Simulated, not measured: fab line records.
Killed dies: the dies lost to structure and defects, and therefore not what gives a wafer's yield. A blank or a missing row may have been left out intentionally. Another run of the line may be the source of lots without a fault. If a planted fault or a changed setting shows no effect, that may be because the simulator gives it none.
fab line records    flow sky130
[record] lots = 12  wafers = 36  lastDay = 50
route steps=708 shown FIELD_ISO@3 VT_ADJUST_HVTP@88 VT_ADJUST_LVTN@107 VT_ADJUST_NCORE@130 PAD_OPEN@708
lots that met no fault: from a run of the same line without faults
startH: the number of hours between the record's first day and the start of the first shown wafer of the lot    waitH: hours elapsed since this lot's preceding step    " identical to the entry in the row above    L1.1+2: a row that stands for several wafers    - no value, or no start given    * or withheld: withheld    < > ~ a bound
route shown NAME@n: NAME is a module with steps in the file, n the number in the route of the first one    usual: mean/standard deviation taken from wafers without a fault    same: alike in all rows    chamber/n: place in a boat    sites: the reading at each site    _std_site: the standard deviation of these    _edge_site: mean of outer sites minus mean of inner sites    radiusMm: how far each site lies from the wafer's centre    mask NAME#n: copy n    behind: tool/chamber where the wafer was last shaped    hold: what put the lot on hold/how long, in hours/how the hold closed    device: transistor that didn't switch, given as n, p or np    end of line: the same wafers' tests at the end of the route    for a step that has no rows: nothing shown but its recipe    killed: count of dies lost to structure and defects at first sort (not the wafer's yield)    map: per-die view of a wafer (x killed, . not killed, _ where there is no die)
set.NAME: setting as actually run; set.NAME@STEP: the setting as run at that earlier step    model.NAME: the simulator's own value behind a step, which no gauge read
steps of the route over a sample of lots; a table a step, a row a wafer
services: the hour from which a tool's chamber was out of use, counted from the record's first day as startH (under 0 if before that day), plus the number of hours and why
[[steps]]
[step SKY_FIELD_ISO_THK_MEAS_02]
[recipe] reads = SiO2_of_FIELD_ISO_OXIDATION_01
[usual] FIELD_ISO_OXIDATION_00_THK = 11.85/0.21
lot.wafer  tool          chamber  startH  waitH  FIELD_ISO_OXIDATION_00_THK[nm]
L434.2     filmMetro-01  -        12.37   0.0    11.55
L434.3     "             -        "       "      11.81
L434.5     "             -        "       "      11.89
L435.2     filmMetro-01  -        16.64   0.0    11.74
L435.4     "             -        "       "      11.79
L435.5     "             -        "       "      11.91
L438.1     filmMetro-04  -        31.89   0.0    12.02
L438.3     "             -        "       "      11.84
L438.6     "             -        "       "      11.86
L439.3     filmMetro-04  -        37.58   0.0    11.75
L439.5     "             -        "       "      11.77
L439.6     "             -        "       "      11.81
L441.2     filmMetro-04  -        46.83   0.0    11.76
L441.4     "             -        "       "      11.72
L441.6     "             -        "       "      11.77
L442.1     filmMetro-03  -        53.90   0.0    11.95
L442.2     "             -        "       "      11.92
L442.3     "             -        "       "      11.80
L448.1     filmMetro-04  -        82.03   0.0    11.86
L448.5     "             -        "       "      12.08
L448.6     "             -        "       "      11.76
L449.2     filmMetro-03  -        86.78   0.0    11.85
L449.4     "             -        "       "      11.77
L449.5     "             -        "       "      11.98
L451.1     filmMetro-04  -        97.55   0.0    12.54
L451.3     "             -        "       "      12.29
L451.5     "             -        "       "      12.45
L452.2     filmMetro-03  -        101.72  0.0    11.96
L452.3     "             -        "       "      12.22
L452.4     "             -        "       "      12.20
L453.1     filmMetro-01  -        106.63  0.0    11.69
L453.4     "             -        "       "      11.58
L453.5     "             -        "       "      11.74
L456.1     filmMetro-04  -        122.09  0.0    12.13
L456.3     "             -        "       "      11.98
L456.5     "             -        "       "      12.21
[step SKY_VT_ADJUST_HVTP_SOFTBAKE_03]
[recipe] tempC = 90  timeS = 60  resist = NOVOLAK
[usual] heaterPowerTotalW = 56.60/0.042  plateTempC = 90.00/0.14
lot.wafer  tool           chamber  startH  waitH  heaterPowerTotalW  plateTempC
L434.2     lithoTrack-04  0        109.54  0.1    56.56              90.02
L434.3     "              0        "       "      56.58              89.79
L434.5     "              0        "       "      56.61              90.00
L435.2     lithoTrack-03  0        111.68  0.1    56.59              89.97
L435.4     "              0        "       "      56.62              89.93
L435.5     "              0        "       "      56.58              89.88
L438.1     lithoTrack-04  0        143.91  0.1    56.62              90.16
L438.3     "              0        "       "      56.59              89.94
L438.6     "              0        "       "      56.60              89.95
L439.3     lithoTrack-03  0        153.60  0.1    56.67              89.94
L439.5     "              0        "       "      56.56              90.04
L439.6     "              0        "       "      56.57              90.11
L441.2     lithoTrack-03  0        157.18  0.1    56.56              89.90
L441.4     "              0        "       "      56.55              89.74
L441.6     "              0        "       "      56.63              89.92
L442.1     lithoTrack-04  0        165.36  0.1    56.58              90.15
L442.2     "              0        "       "      56.61              89.98
L442.3     "              0        "       "      56.57              90.10
L448.1     lithoTrack-03  0        197.30  0.1    50.24              82.67
L448.5     "              0        "       "      50.33              82.81
L448.6     "              0        "       "      50.17              82.81
L449.2     lithoTrack-03  0        201.98  0.1    50.36              82.71
L449.4     "              0        "       "      50.34              82.77
L449.5     "              0        "       "      50.35              82.82
L451.1     lithoTrack-01  0        214.32  0.1    56.68              89.91
L451.3     "              0        "       "      56.65              89.94
L451.5     "              0        "       "      56.62              90.11
L452.2     lithoTrack-04  0        221.19  0.1    56.65              90.12
L452.3     "              0        "       "      56.63              90.14
L452.4     "              0        "       "      56.56              90.22
L453.1     lithoTrack-04  0        233.01  0.1    56.68              90.11
L453.4     "              0        "       "      56.67              90.02
L453.5     "              0        "       "      56.61              90.16
L456.1     lithoTrack-04  0        252.11  0.1    56.56              90.10
L456.3     "              0        "       "      56.62              90.09
L456.5     "              0        "       "      56.56              90.14
[step SKY_VT_ADJUST_HVTP_STRIP_10]
[recipe] chemistry = O2/N2  powerW = 1400  pressureMtorr = 1500  platenTempC = withheld  o2FlowSccm = 3000  n2FlowSccm = 300  overashFraction = 0.5
[usual] drypumpMotorCurrentA = 5.5/0.41  oesProductAu = 0.716/0.0048  stripTimeToEndpointS = 14.19/0.042
lot.wafer  tool            chamber  startH  waitH  drypumpMotorCurrentA  oesProductAu  rfHoursCounterH  stripTimeToEndpointS
L434.2     plasmaAsher-03  0        119.06  0.1    6.1                   0.716         0                14.23
L434.3     "               1        "       "      5.1                   0.713         -                14.19
L434.5     "               0        "       "      6.1                   0.703         -                14.28
L435.2     plasmaAsher-01  1        120.88  0.1    5.0                   0.718         43               14.23
L435.4     "               1        "       "      4.9                   0.714         -                14.16
L435.5     "               1        "       "      5.0                   0.713         -                14.17
L438.1     plasmaAsher-03  1        154.31  0.1    5.1                   0.713         4                14.20
L438.3     "               0        "       "      6.1                   0.706         -                14.24
L438.6     "               1        "       "      5.1                   0.720         -                14.18
L439.3     plasmaAsher-02  0        163.31  0.1    5.7                   0.711         -                14.22
L439.5     "               0        "       "      5.6                   0.713         -                14.21
L439.6     "               1        "       "      5.8                   0.716         -                14.17
L441.2     plasmaAsher-02  0        167.37  0.1    5.7                   0.717         48               14.23
L441.4     "               0        "       "      5.7                   0.719         -                14.22
L441.6     "               0        "       "      5.7                   0.716         -                14.20
L442.1     plasmaAsher-03  1        175.96  0.1    5.1                   0.725         6                14.23
L442.2     "               0        "       "      6.1                   0.715         6                14.17
L442.3     "               0        "       "      6.1                   0.715         -                14.24
L448.1     plasmaAsher-01  0        207.97  0.1    5.7                   0.709         53               14.46
L448.5     "               1        "       "      5.0                   0.714         -                14.46
L448.6     "               0        "       "      5.7                   0.726         -                14.46
L449.2     plasmaAsher-01  1        213.23  0.1    4.9                   0.716         53               14.38
L449.4     "               0        "       "      5.6                   0.709         -                14.38
L449.5     "               0        "       "      5.7                   0.726         -                14.42
L451.1     plasmaAsher-01  0        225.22  0.1    5.7                   0.724         55               14.15
L451.3     "               0        "       "      5.7                   0.717         -                14.15
L451.5     "               1        "       "      5.0                   0.708         -                14.14
L452.2     plasmaAsher-02  0        232.11  0.1    5.7                   0.714         55               14.23
L452.3     "               1        "       "      5.8                   0.711         -                14.20
L452.4     "               0        "       "      5.7                   0.712         -                14.23
L453.1     plasmaAsher-01  1        244.69  0.1    5.0                   0.716         57               14.13
L453.4     "               0        "       "      5.7                   0.718         -                14.16
L453.5     "               0        "       "      5.7                   0.714         -                14.14
L456.1     plasmaAsher-02  0        264.37  0.1    5.7                   0.719         58               14.24
L456.3     "               0        "       "      5.7                   0.712         -                14.23
L456.5     "               0        "       "      5.7                   0.725         -                14.24
[step SKY_VT_ADJUST_LVTN_TW_MEAS_10]
[usual] VT_ADJUST_LVTN_TW = 239.7/2.1
lot.wafer  tool          chamber  startH  waitH  VT_ADJUST_LVTN_TW
L434.2     filmMetro-02  -        137.95  0.1    241.2
L434.3     "             -        "       "      243.0
L434.5     "             -        "       "      241.4
L435.2     filmMetro-04  -        139.25  0.1    236.0
L435.4     "             -        "       "      236.3
L435.5     "             -        "       "      236.4
L438.1     filmMetro-02  -        174.59  0.1    241.8
L438.3     "             -        "       "      241.8
L438.6     "             -        "       "      242.6
L439.3     filmMetro-01  -        184.42  0.1    237.1
L439.5     "             -        "       "      239.0
L439.6     "             -        "       "      238.7
L441.2     filmMetro-02  -        188.72  0.1    242.6
L441.4     "             -        "       "      242.4
L441.6     "             -        "       "      242.2
L442.1     filmMetro-01  -        196.55  0.1    239.2
L442.2     "             -        "       "      238.1
L442.3     "             -        "       "      239.2
L448.1     filmMetro-04  -        230.35  0.1    237.7
L448.5     "             -        "       "      238.3
L448.6     "             -        "       "      238.1
L449.2     filmMetro-02  -        234.35  0.1    242.5
L449.4     "             -        "       "      242.1
L449.5     "             -        "       "      241.7
L451.1     filmMetro-04  -        246.80  0.1    237.3
L451.3     "             -        "       "      238.3
L451.5     "             -        "       "      237.3
L452.2     filmMetro-02  -        253.87  0.1    242.5
L452.3     "             -        "       "      240.7
L452.4     "             -        "       "      241.3
L453.1     filmMetro-01  -        269.35  0.1    240.0
L453.4     "             -        "       "      238.6
L453.5     "             -        "       "      237.7
L456.1     filmMetro-02  -        289.25  0.1    241.4
L456.3     "             -        "       "      240.4
L456.5     "             -        "       "      241.4
[step SKY_VT_ADJUST_NCORE_TW_MEAS_11]
[usual] VT_ADJUST_NCORE_TW = 217.5/2.2
lot.wafer  tool          chamber  startH  waitH  VT_ADJUST_NCORE_TW
L434.2     filmMetro-03  -        177.73  0.1    220.9
L434.3     "             -        "       "      221.1
L434.5     "             -        "       "      222.1
L435.2     filmMetro-03  -        179.04  0.1    220.5
L435.4     "             -        "       "      222.1
L435.5     "             -        "       "      221.5
L438.1     filmMetro-04  -        215.42  0.1    216.8
L438.3     "             -        "       "      216.5
L438.6     "             -        "       "      217.0
L439.3     filmMetro-01  -        225.89  0.1    216.2
L439.5     "             -        "       "      215.6
L439.6     "             -        "       "      216.7
L441.2     filmMetro-01  -        231.53  0.1    216.0
L441.4     "             -        "       "      216.0
L441.6     "             -        "       "      216.6
L442.1     filmMetro-01  -        240.57  0.1    216.4
L442.2     "             -        "       "      216.9
L442.3     "             -        "       "      216.0
L448.1     filmMetro-01  -        275.92  0.1    216.1
L448.5     "             -        "       "      216.4
L448.6     "             -        "       "      217.4
L449.2     filmMetro-04  -        281.79  0.1    215.9
L449.4     "             -        "       "      215.8
L449.5     "             -        "       "      217.4
L451.1     filmMetro-03  -        295.97  0.1    219.7
L451.3     "             -        "       "      220.6
L451.5     "             -        "       "      219.5
L452.2     filmMetro-03  -        303.83  0.1    220.3
L452.3     "             -        "       "      220.5
L452.4     "             -        "       "      220.4
L453.1     filmMetro-01  -        319.38  0.1    214.7
L453.4     "             -        "       "      213.8
L453.5     "             -        "       "      215.0
L456.1     filmMetro-03  -        342.52  0.1    219.0
L456.3     "             -        "       "      218.6
L456.5     "             -        "       "      218.6
[step SKY_PAD_OPEN_PROBE_99]
[usual] killed_at_M0_to_M3 = 43/6.6  killed_at_M4_up = 3.0/1.8  killedAtContacts = 24/5.1  killedAtFrontEnd = 16/4.5  killedAtOther = 0.3/0.67  killedDies = 86/9.3  killedOpen = 47/6.9  killedShort = 39/6.6
[same] grossDies = 492  killedAtBackSide = 0
lot.wafer  tool       chamber  startH   waitH  killed_at_M0_to_M3  killed_at_M4_up  killedAtContacts  killedAtFrontEnd  killedAtOther  killedDies  killedOpen  killedShort
L435.2     prober-02  -        1065.03  0.1    38                  2                32                15                0              87          46          40
L435.4     prober-02  -        1065.13  0.2    56                  6                22                17                0              101         45          55
L435.5     prober-02  -        1065.18  0.2    51                  4                23                18                0              96          42          53
L448.1     prober-02  -        1152.44  0.1    38                  4                25                14                0              81          49          32
L448.5     prober-02  -        1152.64  0.2    45                  1                21                17                0              84          49          34
L449.2     prober-01  -        1155.43  0.1    43                  3                36                22                1              105         66          38
L449.4     prober-01  -        1155.53  0.2    52                  3                25                30                0              110         56          54
L449.5     prober-01  -        1155.58  0.2    46                  0                24                25                0              95          43          52
L451.1     prober-01  -        1167.04  0.1    32                  6                23                21                0              82          43          37
L451.3     prober-01  -        1167.14  0.2    40                  5                26                17                1              89          58          29
L451.5     prober-01  -        1167.24  0.2    39                  4                39                15                1              98          59          37
// killed by level:class
L435.2 LI_CONTACT:geometricParticle:open=9 VIA1:geometricParticle:open=9 LOCAL_INTERCONNECT:geometricParticle:short=8 CONTACT:geometricParticle:short=7 CONTACT:geometricParticle:open=6 VIA3:geometricParticle:open=6 FIELD_ISO:geometricParticle:open=5 METAL1:geometricParticle:short=5
L435.4 VIA1:geometricParticle:open=12 METAL1:geometricParticle:short=9 CONTACT:geometricParticle:open=7 POLY_GATE:geometricParticle:short=6 VIA2:geometricParticle:short=6 LI_CONTACT:geometricParticle:open=6 VIA2:geometricParticle:open=6 VIA3:geometricParticle:short=6
L435.5 VIA1:geometricParticle:open=13 METAL2:geometricParticle:short=8 CONTACT:geometricParticle:open=7 POLY_GATE:geometricParticle:short=6 VIA2:geometricParticle:open=6 VIA3:geometricParticle:short=6 CONTACT:geometricParticle:short=5 VIA1:geometricParticle:short=5
L448.1 CONTACT:geometricParticle:open=10 VIA1:geometricParticle:open=9 VIA2:geometricParticle:open=9 VIA3:geometricParticle:open=8 LI_CONTACT:geometricParticle:open=7 FIELD_ISO:geometricParticle:short=5 POLY_GATE:geometricParticle:short=4 CONTACT:geometricParticle:short=4
L448.5 VIA1:geometricParticle:open=13 CONTACT:geometricParticle:open=7 VIA2:geometricParticle:open=7 LI_CONTACT:geometricParticle:open=5 POLY_GATE:geometricParticle:short=5 CONTACT:geometricParticle:short=5 METAL1:geometricParticle:short=5 VIA3:geometricParticle:open=5
L449.2 CONTACT:geometricParticle:open=14 VIA1:geometricParticle:open=11 LI_CONTACT:geometricParticle:open=8 CONTACT:geometricParticle:short=8 METAL2:geometricParticle:short=7 VIA3:geometricParticle:open=7 POLY_GATE:geometricParticle:open=6 VIA2:geometricParticle:open=6
L449.4 VIA1:geometricParticle:open=12 FIELD_ISO:geometricParticle:short=8 POLY_GATE:geometricParticle:short=8 CONTACT:geometricParticle:open=8 VIA3:geometricParticle:open=8 LOCAL_INTERCONNECT:geometricParticle:short=6 VIA2:geometricParticle:open=6 POLY_GATE:geometricParticle:open=5
L449.5 METAL2:geometricParticle:short=10 CONTACT:geometricParticle:open=10 METAL1:geometricParticle:short=8 FIELD_ISO:geometricParticle:short=7 FIELD_ISO:geometricParticle:open=7 VIA3:geometricParticle:open=7 LI_CONTACT:geometricParticle:open=6 METAL3:geometricParticle:short=6
L451.1 POLY_GATE:geometricParticle:short=8 LI_CONTACT:geometricParticle:open=8 CONTACT:geometricParticle:open=7 METAL1:geometricParticle:short=7 POLY_GATE:geometricParticle:open=6 VIA1:geometricParticle:open=6 VIA2:geometricParticle:open=6 FIELD_ISO:geometricParticle:open=5
L451.3 VIA1:geometricParticle:open=13 CONTACT:geometricParticle:open=11 FIELD_ISO:geometricParticle:open=8 LI_CONTACT:geometricParticle:open=7 VIA2:geometricParticle:open=7 VIA3:geometricParticle:open=5 FIELD_ISO:geometricParticle:short=4 LOCAL_INTERCONNECT:geometricParticle:short=4
L451.5 LI_CONTACT:geometricParticle:open=15 CONTACT:geometricParticle:open=12 VIA1:geometricParticle:open=9 LOCAL_INTERCONNECT:geometricParticle:short=6 METAL2:geometricParticle:short=6 FIELD_ISO:geometricParticle:open=5 VIA1:geometricParticle:short=5 VIA2:geometricParticle:open=5
[[services]]
tool            chamber  startH  hours  kind
plasmaAsher-02  -        94.04   2.8    pm
plasmaAsher-03  -        108.75  9.0    pm
plasmaAsher-03  0        108.75  9.0    ventCycle
plasmaAsher-03  1        108.75  9.0    ventCycle
plasmaAsher-03  -        110.15  2.1    repair
plasmaAsher-03  0        117.75  -      clean
plasmaAsher-03  1        117.75  -      clean
plasmaAsher-03  -        125.23  1.4    repair
plasmaAsher-02  -        143.26  14.6   pm
plasmaAsher-03  -        213.92  7.7    repair
plasmaAsher-03  -        221.58  14.6   pm
plasmaAsher-03  -        242.61  3.9    repair
[[key]]
[firstSign] step = SKY_VT_ADJUST_HVTP_SOFTBAKE_03  reading = heaterPowerTotalW  direction = down  sigmas = 99+  usual = *  struck = *
[effect] step = SKY_VT_ADJUST_HVTP_SOFTBAKE_03  reading = plateTempC  direction = down  sigmas = 52  usual = *  struck = *
[effect] step = SKY_VT_ADJUST_HVTP_STRIP_10  reading = stripTimeToEndpointS  direction = up  sigmas = 5.6  usual = *  struck = *
metAt SKY_VT_ADJUST_HVTP_SOFTBAKE_03
struckLots L448,L449
testerLeftOut L448,L449
notActingAt SKY_FIELD_ISO_THK_MEAS_02,SKY_VT_ADJUST_LVTN_TW_MEAS_10,SKY_VT_ADJUST_NCORE_TW_MEAS_11
onsetBetween 157.18 197.30
[fault] kind = processParameterDrift  tool = lithoTrack-03  chamber = -  onsetH = 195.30  steps = SKY_VT_ADJUST_HVTP_SOFTBAKE_03  channel = tempC  offset = *  shape = step  endH = 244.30  actsIn = *  stated = *
// testerLeftOut: of these lots the tester's yield and bins aren't shown, on N5 and GAA mostly nor the transistor test; their killed dies are dies lost to structure and defects alone, not to doping, threshold or leakage, so they don't give the yield
